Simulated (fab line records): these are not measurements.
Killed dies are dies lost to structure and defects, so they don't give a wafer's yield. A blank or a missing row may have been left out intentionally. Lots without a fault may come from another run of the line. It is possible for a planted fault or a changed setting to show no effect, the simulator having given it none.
Struck lot and sound lot, side by side || flow sky130 || 34 out of 708 route steps
Sound: wafers L414.1, L414.4, L414.6. Struck: wafer L421.2. (L421.6 of the same lot was not struck and is left out.) The cause comes at the end.
At each step with rows: each side's tool, then ch and its chambers, then its first start. Under that, the readings that differ: sound wafers || struck wafers || difference of the means || sigmas: that difference in standard deviations of wafers without a fault.
alike: readings whose means differ by less than 2 such deviations, and words and numbers that are the same on both sides. not compared: withheld readings, readings that some wafer has no value for, bounds like >300 that may hide the same value, and numbers for which the record gives no deviation and whose values overlap.
Wherever a step has rows on one side only, a row that says differs or no value, or a row with sigmas, the two part there. Numbers that have no deviation but don't overlap get no sigmas and don't part them. A reading that every wafer of one side lacks parts them only if that side has two wafers or more.

first, 6 steps without rows for these wafers: SKY_METAL5_SOFTBAKE_10 (time 60 s); SKY_METAL5_EXPOSE_11 (exposes mask MM5, target cd 1600 nm); SKY_METAL5_PEB_12; SKY_METAL5_DEVELOP_13 (develop time 60 s); SKY_METAL5_DESCUM_14 (chemistry O2, time 11 s); SKY_METAL5_METAL_ETCH_15 (etches the open film in Cl2/BCl3, stops on SiO2, target depth 1260 nm, time 252 s).
SKY_METAL5_STRIP_16: strips in O2/N2.
  sound on plasma-asher-03 ch 0,1, day 43 12:32; struck on plasma-asher-04 ch 0, day 45 19:52
  alike: drypump-motor-current-A, oes-product-au, strip-time-to-endpoint-s
  not compared: rf-hours-counter-h
then, 4 steps without rows for these wafers: SKY_METAL5_STRIP_17 (strips in post etch residue remover, time 1200 s); SKY_METAL5_CLEAN_18 (cleans in IPA, time 180 s); SKY_METAL5_CLEAN_19 (cleans in O3/DIW); SKY_PASSIVATION_CVD_00 (deposits SiO2, target thk 90 nm).
SKY_PASSIVATION_THK_MEAS_01:
  struck on film-metro-03, day 45 20:38; sound on film-metro-02, day 43 13:21
  alike: PASSIVATION_CVD_00_THK
SKY_PASSIVATION_CVD_02: deposits Si3N4, target thk 540 nm.
  sound on pecvd-01 ch 2, day 43 13:25; struck on pecvd-01 ch 0, day 45 20:41
{"reading": "model.Si3N4_of_PASSIVATION_CVD_02.thk-nm (nm)", "sound": "535.9 546.6 546", "struck": 706.6, "difference": "+163.8", "sigmas": ""}
  alike: heater-power-w
SKY_PASSIVATION_THK_MEAS_03:
  struck on film-metro-01, day 45 20:56; sound on film-metro-03, day 43 13:50
{"reading": "PASSIVATION_CVD_02_THK (nm)", "sound": "536 546 546", "struck": 707, "difference": "+164", "sigmas": "+21"}
then, 7 steps without rows for these wafers: SKY_PASSIVATION_DEHYDRATE_04 (time 60 s); SKY_PASSIVATION_HMDS_05 (prime time 60 s); SKY_PASSIVATION_COAT_06 (resist thk 3000 nm); SKY_PASSIVATION_SOFTBAKE_07; SKY_PASSIVATION_EXPOSE_08 (exposes mask NSM, target cd 3000 nm); SKY_PASSIVATION_PEB_09; SKY_PASSIVATION_DEVELOP_10 (develop time 60 s).
SKY_PASSIVATION_ETCH_11: etches the open film in CF4/O2, stops on AlCu, target depth 725 nm, time 161.1 s.
  sound on rie-diel-02 ch 2,3, day 44 12:01; struck on rie-diel-02 ch 3, day 46 17:08
  alike: drypump-motor-current-A, oes-product-au, throttle-valve-pct
  not compared: rf-hours-counter-h
SKY_PASSIVATION_STRIP_12: strips in O2/N2.
  sound on plasma-asher-01 ch 0,1, day 44 12:07; struck on plasma-asher-04 ch 0, day 46 17:14
  alike: drypump-motor-current-A, oes-product-au, strip-time-to-endpoint-s
  not compared: rf-hours-counter-h
then, 7 steps without rows for these wafers: SKY_PAD_OPEN_DEHYDRATE_00 (time 60 s); SKY_PAD_OPEN_HMDS_01 (prime time 60 s); SKY_PAD_OPEN_COAT_02 (resist thk 3000 nm); SKY_PAD_OPEN_SOFTBAKE_03; SKY_PAD_OPEN_EXPOSE_04 (exposes mask PDM, target cd 60000 nm); SKY_PAD_OPEN_PEB_05; SKY_PAD_OPEN_DEVELOP_06 (develop time 60 s).
SKY_PAD_OPEN_ETCH_07: etches the open film in CF4/O2, stops on AlCu, target depth 725 nm, time 161.1 s.
  sound on rie-diel-03 ch 1,2,3, day 45 09:54; struck on rie-diel-04 ch 0, day 47 13:32
  alike: drypump-motor-current-A, oes-product-au, throttle-valve-pct
  not compared: rf-hours-counter-h
SKY_PAD_OPEN_STRIP_08: strips in O2/N2.
  sound on plasma-asher-03 ch 0,1, day 45 10:00; struck on plasma-asher-04 ch 0, day 47 13:38
  alike: drypump-motor-current-A, oes-product-au, strip-time-to-endpoint-s
  not compared: rf-hours-counter-h
SKY_PAD_OPEN_STRIP_09: strips in post etch residue remover, time 1200 s.
  sound on wet-bench-03 ch 2, day 45 10:06; struck on wet-bench-01 ch 0, day 47 13:44
{"reading": "model.Si3N4_of_PASSIVATION_CVD_02.thk-nm (nm)", "sound": "535.5 546.3 545.6", "struck": 706.2, "difference": "+163.7", "sigmas": ""}
then, 1 step without rows for these wafers: SKY_PAD_OPEN_CLEAN_10 (cleans in IPA, time 180 s).

## WHERE THEY PART
Only at SKY_PASSIVATION_THK_MEAS_03, as far as this record shows. Later steps at which nothing parts them and some readings are alike: SKY_PASSIVATION_ETCH_11, SKY_PASSIVATION_STRIP_12, SKY_PAD_OPEN_ETCH_07, SKY_PAD_OPEN_STRIP_08.

WHY: what the simulator had put in
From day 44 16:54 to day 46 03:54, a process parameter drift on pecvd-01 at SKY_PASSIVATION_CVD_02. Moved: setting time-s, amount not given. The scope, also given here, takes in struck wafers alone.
